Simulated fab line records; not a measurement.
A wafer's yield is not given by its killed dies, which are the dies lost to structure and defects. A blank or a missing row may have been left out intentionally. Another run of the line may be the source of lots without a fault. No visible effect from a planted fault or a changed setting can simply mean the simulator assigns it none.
Which tool was responsible? -- flow gf180mcu -- 15 lots, 45 wafers sampled, at 4 steps of a route of 602

== WHAT EACH GAUGE READ, for each wafer ==
GF_M2_OVL_MEAS_15.
lot,measured,on,M2_OVL (nm)
L946,day 20 02:09,overlay-01,0 2 2
L947,day 20 04:42,overlay-02,-1 -2 -6
L948,day 21 00:50,overlay-01,17 13 17
L949,day 21 05:15,overlay-01,6 8 0
L952,day 21 20:47,overlay-01,4 10 6
L953,day 22 14:10,overlay-02,-7 -1 6
L954,day 23 04:08,overlay-01,-3 3 -3
L955,day 23 04:56,overlay-01,- - -
L956,day 23 18:17,overlay-01,- - -
L957,day 24 05:03,overlay-01,- - -
L958,day 24 14:32,overlay-02,10 7 8
L959,day 24 15:23,overlay-01,1 -3 -2
L960,day 25 03:08,overlay-02,0 5 9
L965,day 26 09:18,overlay-02,-9 -10 -4
L967,day 26 22:21,overlay-01,8 11 11

GF_V2_THK_MEAS_03.
lot,measured,on,V2_CVD_02_THK (nm)
L946,day 20 03:03,film metro-01,855 870 870
L947,day 20 05:38,film metro-01,858 863 844
L948,day 21 01:48,film metro-01,831 866 841
L949,day 21 06:09,film metro-04,837 845 848
L952,day 21 21:46,film metro-04,868 852 857
L953,day 22 15:04,film metro-02,837 867 854
L954,day 23 05:10,film metro-04,844 862 860
L958,day 24 15:26,film metro-04,861 856 868
L959,day 24 16:17,film metro-04,853 870 870
L960,day 25 04:02,film metro-02,833 836 862
L965,day 26 10:12,film metro-04,845 849 863
L967,day 26 23:23,film metro-01,832 844 857

== TOOL THAT RAN EACH LOT (tool first, then ch and the chambers of the sampled wafers, then the start) ==
lot,GF_M2_SPUTTER_00,GF_M2_EXPOSE_11
L946,"pvd sputter-01, day 19 01:13","krf scanner-01 ch 0, day 19 14:25"
L947,"pvd sputter-02, day 19 04:46","krf scanner-01 ch 0, day 19 17:29"
L948,"pvd sputter-02, day 20 00:25","krf scanner-01 ch 0, day 20 12:48"
L949,"pvd sputter-03, day 20 05:05","krf scanner-02 ch 0, day 20 17:51"
L952,"pvd sputter-02, day 20 19:59","krf scanner-01 ch 0, day 21 08:08"
L953,"pvd sputter-03, day 21 15:02","krf scanner-01 ch 0, day 22 02:49"
L954,"pvd sputter-03, day 22 04:53","krf scanner-02 ch 0, day 22 16:55"
L955,"pvd sputter-03, day 22 06:08","krf scanner-02, day 22 17:58"
L956,"pvd sputter-03, day 22 19:24","krf scanner-02, day 23 06:58"
L957,"pvd sputter-01, day 23 06:32","krf scanner-01, day 23 18:18"
L958,"pvd sputter-01, day 23 17:10","krf scanner-01 ch 0, day 24 03:59"
L959,"pvd sputter-02, day 23 17:43","krf scanner-01 ch 0, day 24 04:46"
L960,"pvd sputter-02, day 24 05:20","krf scanner-01 ch 0, day 24 16:36"
L965,"pvd sputter-01, day 25 12:50","krf scanner-01 ch 0, day 25 23:40"
L967,"pvd sputter-02, day 26 01:07","krf scanner-01 ch 0, day 26 11:49"
- GF_M2_SPUTTER_00: material Ti, target thk 37.5 nm, time 150 s.
- GF_M2_EXPOSE_11: exposes mask Metal2, target cd 280 nm.

== AS READ BY THE TOOLS THEMSELVES (means over the sampled wafers that have a number; for cases with no such wafer, the mark the record gives instead) ==
GF_M2_SPUTTER_00.
lot,tool,cathode dc power W (W),throttle valve pct (%)
L946,pvd sputter-01,4000.0,30.0
L947,pvd sputter-02,4000.4,29.6
L948,pvd sputter-02,3999.5,29.5
L949,pvd sputter-03,3999.8,31.0
L952,pvd sputter-02,4000.0,30.4
L953,pvd sputter-03,4000.5,30.3
L954,pvd sputter-03,3999.6,30.6
L955,pvd sputter-03,4000.6,30.9
L956,pvd sputter-03,4000.2,31.0
L957,pvd sputter-01,4000.1,30.5
L958,pvd sputter-01,4000.6,30.1
L959,pvd sputter-02,3999.8,29.8
L960,pvd sputter-02,3999.8,30.6
L965,pvd sputter-01,3999.6,31.0
L967,pvd sputter-02,4000.5,30.6

GF_M2_EXPOSE_11.
lot,tool,exposure dose mJ cm2,focus offset nm (nm)
L946,krf scanner-01,27.986,-0.0
L947,krf scanner-01,28.034,0.3
L948,krf scanner-01,27.995,-0.1
L949,krf scanner-02,28.018,1.0
L952,krf scanner-01,27.978,-0.1
L953,krf scanner-01,27.987,0.9
L954,krf scanner-02,27.981,0.7
L955,krf scanner-02,-,-
L956,krf scanner-02,-,-
L957,krf scanner-01,-,-
L958,krf scanner-01,27.990,0.2
L959,krf scanner-01,28.015,-0.7
L960,krf scanner-01,28.004,0.5
L965,krf scanner-01,27.976,-0.3
L967,krf scanner-01,28.017,-0.2

== THE ANSWER, worked out from the rows above alone ==
Rule: usual is defined by the lots themselves. Put in order of their means at a reading, lots are off if they are a third of the lots or fewer, leave a main group of 4 or more, and stand apart from it by a gap of 3 or more times the standard deviation of the main group's means; of several such gaps the widest counts. If all means in a main group match to the digits the tables above print for the reading, that group is not used. Also off: a lot with no number at a reading for which 4 or more lots have one. Any other lot the step has rows for is counted as sound. After the gauges, taken in route order, come the tools' own readings; for these a lot's mean is taken, as printed above. The first step at which some lot is off is used, and at that step the reading that is off furthest; a lot without a number counts as furthest.
Off: L955, L956, L957, seen at GF_M2_OVL_MEAS_15 (M2_OVL). Without a number there: L955, L956, L957. For the main group the mean is 3 nm and the standard deviation 6.2.
A tool fits if, at a process step before that reading, it ran every lot that is off, and no sound lot after the first of them. The gauges at GF_M2_OVL_MEAS_15 aren't tried: what is off there is off at GF_M2_EXPOSE_11 too, on other tools, and a gauge's error can't cause that. Of those tried, none fits.

== WHAT THE SIMULATOR PUT IN ==
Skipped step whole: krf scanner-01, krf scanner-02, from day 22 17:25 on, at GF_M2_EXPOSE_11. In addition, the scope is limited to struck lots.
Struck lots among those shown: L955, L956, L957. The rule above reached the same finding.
